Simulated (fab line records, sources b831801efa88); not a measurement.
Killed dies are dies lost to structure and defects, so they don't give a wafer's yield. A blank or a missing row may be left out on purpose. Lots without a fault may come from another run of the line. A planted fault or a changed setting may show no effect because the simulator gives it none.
Which tool did it? | flow gf180mcu | 12 lots, 36 wafers sampled, at 5 steps of a route of 602

WHAT THE GAUGES READ, wafer by wafer
GF_V4_RS_MEAS_24: measures by four-point-probe.
lot  | measured     | on            | V4_W_RS (ohm/sq)
L976 | day 24 11:07 | film_metro-03 | 0.327 0.326 0.323
L979 | day 25 16:48 | film_metro-03 | 0.327 0.333 0.328
L980 | day 26 02:14 | film_metro-03 | 0.322 0.322 0.321
L981 | day 26 13:25 | film_metro-04 | 0.322 0.322 0.322
L983 | day 27 02:23 | film_metro-01 | 0.330 0.331 0.329
L984 | day 27 16:41 | film_metro-01 | 0.322 0.329 0.329
L986 | day 27 16:49 | film_metro-04 | 0.328 0.325 0.330
L985 | day 27 19:25 | film_metro-03 | 0.319 0.327 0.320
L988 | day 28 06:26 | film_metro-04 | 0.327 0.326 0.326
L990 | day 29 00:47 | film_metro-01 | 0.319 0.329 0.326
L997 | day 30 14:05 | film_metro-04 | 0.328 0.329 0.330
L999 | day 31 00:23 | film_metro-03 | 0.324 0.322 0.325

GF_V5_RS_MEAS_24: measures by four-point-probe.
lot  | measured     | on            | V5_W_RS (ohm/sq)
L976 | day 27 05:16 | film_metro-04 | 0.327 0.331 0.327
L979 | day 28 09:28 | film_metro-03 | 0.324 0.332 0.333
L980 | day 28 17:47 | film_metro-03 | 0.325 0.329 0.329
L981 | day 29 04:21 | film_metro-03 | 0.323 0.327 0.332
L983 | day 29 17:05 | film_metro-02 | 0.325 0.327 0.321
L984 | day 30 05:19 | film_metro-02 | 0.323 0.322 0.322
L986 | day 30 06:42 | film_metro-02 | 0.326 0.329 0.327
L985 | day 30 09:14 | film_metro-02 | 0.324 0.323 0.327
L988 | day 30 19:02 | film_metro-02 | 0.331 0.326 0.326
L990 | day 31 12:01 | film_metro-03 | 0.329 0.329 0.329
L997 | day 32 22:58 | film_metro-03 | 0.323 0.326 0.326
L999 | day 33 06:50 | film_metro-03 | 0.326 0.332 0.329

WHICH TOOL RAN EACH LOT (tool, then ch and the chambers of the sampled wafers, then the start)
lot  | GF_V4_SPUTTER_21             | GF_V5_CMP_04                  | GF_V5_ETCH_17
L976 | pvd_sputter-03, day 24 10:52 | cmp-01 ch 0,2,3, day 26 07:29 | rie_diel-02 ch 1,2, day 27 05:16 or earlier
L979 | pvd_sputter-01, day 25 16:35 | cmp-01 ch 0,3, day 27 12:29   | rie_diel-02 ch 0,1,2, day 28 09:28 or earlier
L980 | pvd_sputter-02, day 26 02:01 | cmp-02 ch 1,3, day 27 20:57   | rie_diel-04 ch 0,1, day 28 17:47 or earlier
L981 | pvd_sputter-03, day 26 13:13 | cmp-01 ch 0,2, day 28 07:51   | rie_diel-04 ch 0,1,3, day 29 04:21 or earlier
L983 | pvd_sputter-03, day 27 02:10 | cmp-01 ch 1,2,3, day 28 20:23 | rie_diel-04 ch 0,1,2, day 29 17:05 or earlier
L984 | pvd_sputter-02, day 27 16:28 | cmp-01 ch 0,1,2, day 29 09:05 | rie_diel-01 ch 1,2, day 30 05:19 or earlier
L986 | pvd_sputter-01, day 27 16:37 | cmp-02 ch 0,1,2, day 29 09:52 | rie_diel-04 ch 0,1, day 30 06:42 or earlier
L985 | pvd_sputter-02, day 27 19:07 | cmp-02 ch 1,2, day 29 12:49   | rie_diel-04 ch 0,1,2, day 30 09:14 or earlier
L988 | pvd_sputter-03, day 28 06:13 | cmp-02 ch 0,1,3, day 29 23:02 | rie_diel-01 ch 0,1,3, day 30 19:02 or earlier
L990 | pvd_sputter-03, day 29 00:35 | cmp-01 ch 0,2, day 30 16:59   | rie_diel-01 ch 0,1,2, day 31 12:01 or earlier
L997 | pvd_sputter-02, day 30 13:52 | cmp-01 ch 0,2,3, day 32 04:06 | rie_diel-02 ch 0,2,3, day 32 22:58 or earlier
L999 | pvd_sputter-03, day 31 00:10 | cmp-02 ch 0,1,2, day 32 12:38 | rie_diel-04 ch 1,2,3, day 33 06:50 or earlier
- GF_V4_SPUTTER_21: material Ti, target thk 15 nm, time 80.02 s.
- GF_V5_CMP_04: polishes SiO2.
- GF_V5_ETCH_17: etches SiO2 in C4F8/O2/Ar, stops on TiN, target depth 855 nm.

WHAT THE TOOLS THEMSELVES READ (means of the sampled wafers that have a number; where no wafer has one, the mark that the record gives instead)
GF_V4_SPUTTER_21.
lot  | tool           | throttle_valve_pct (%)
L976 | pvd_sputter-03 | 30.7
L979 | pvd_sputter-01 | 29.2
L980 | pvd_sputter-02 | 30.4
L981 | pvd_sputter-03 | 29.8
L983 | pvd_sputter-03 | 30.5
L984 | pvd_sputter-02 | 29.8
L986 | pvd_sputter-01 | 29.4
L985 | pvd_sputter-02 | 29.9
L988 | pvd_sputter-03 | 30.4
L990 | pvd_sputter-03 | 30.2
L997 | pvd_sputter-02 | 30.1
L999 | pvd_sputter-03 | 30.8

GF_V5_CMP_04.
lot  | tool   | motor_current_A (A)
L976 | cmp-01 | 11.1
L979 | cmp-01 | 11.9
L980 | cmp-02 | 12.9
L981 | cmp-01 | 10.5
L983 | cmp-01 | 11.4
L984 | cmp-01 | 11.1
L986 | cmp-02 | 12.5
L985 | cmp-02 | 13.3
L988 | cmp-02 | 12.6
L990 | cmp-01 | 10.1
L997 | cmp-01 | 10.9
L999 | cmp-02 | 12.5

GF_V5_ETCH_17.
lot  | tool        | oes_product_au (a.u.)
L976 | rie_diel-02 | 0.861
L979 | rie_diel-02 | 0.859
L980 | rie_diel-04 | 0.863
L981 | rie_diel-04 | 0.856
L983 | rie_diel-04 | 0.860
L984 | rie_diel-01 | 0.857
L986 | rie_diel-04 | 0.856
L985 | rie_diel-04 | 0.861
L988 | rie_diel-01 | 0.862
L990 | rie_diel-01 | 0.859
L997 | rie_diel-02 | 0.898
L999 | rie_diel-04 | 0.862

THE ANSWER, worked out from the rows above alone
Rule: what is usual is taken from the lots themselves. Put in order of their means at a reading, lots are off if they are a third of the lots or fewer, leave a main group of 4 or more, and stand apart from it by a gap of 3 or more times the standard deviation of the main group's means; of several such gaps the widest counts. A main group whose means are all the same, to the digits that the tables above print for the reading, isn't used. A lot without any number at a reading at which 4 lots or more have one is off too. The other lots that the step has rows for count as sound. The gauges are gone through in route order, then the tools' own readings, and for those a lot's mean is taken as printed above. The first step at which some lot is off is used, and at that step the reading that is off furthest; a lot without a number counts as furthest.
Off: L997, at GF_V5_ETCH_17 (oes_product_au). The main group: mean 0.860 a.u., standard deviation 0.0023.
A tool fits if, at that step or a process step before it, it ran every lot that is off, and no sound lot after the first of them. GF_V5_ETCH_17 gives no start for some lots, so the hours and the order of its lots are those of GF_V5_RS_MEAS_24. Can't be told from this: 3 tools fit, pvd_sputter-02 at GF_V4_SPUTTER_21, cmp-01 at GF_V5_CMP_04, rie_diel-02 at GF_V5_ETCH_17.

WHAT THE SIMULATOR HAD PUT IN
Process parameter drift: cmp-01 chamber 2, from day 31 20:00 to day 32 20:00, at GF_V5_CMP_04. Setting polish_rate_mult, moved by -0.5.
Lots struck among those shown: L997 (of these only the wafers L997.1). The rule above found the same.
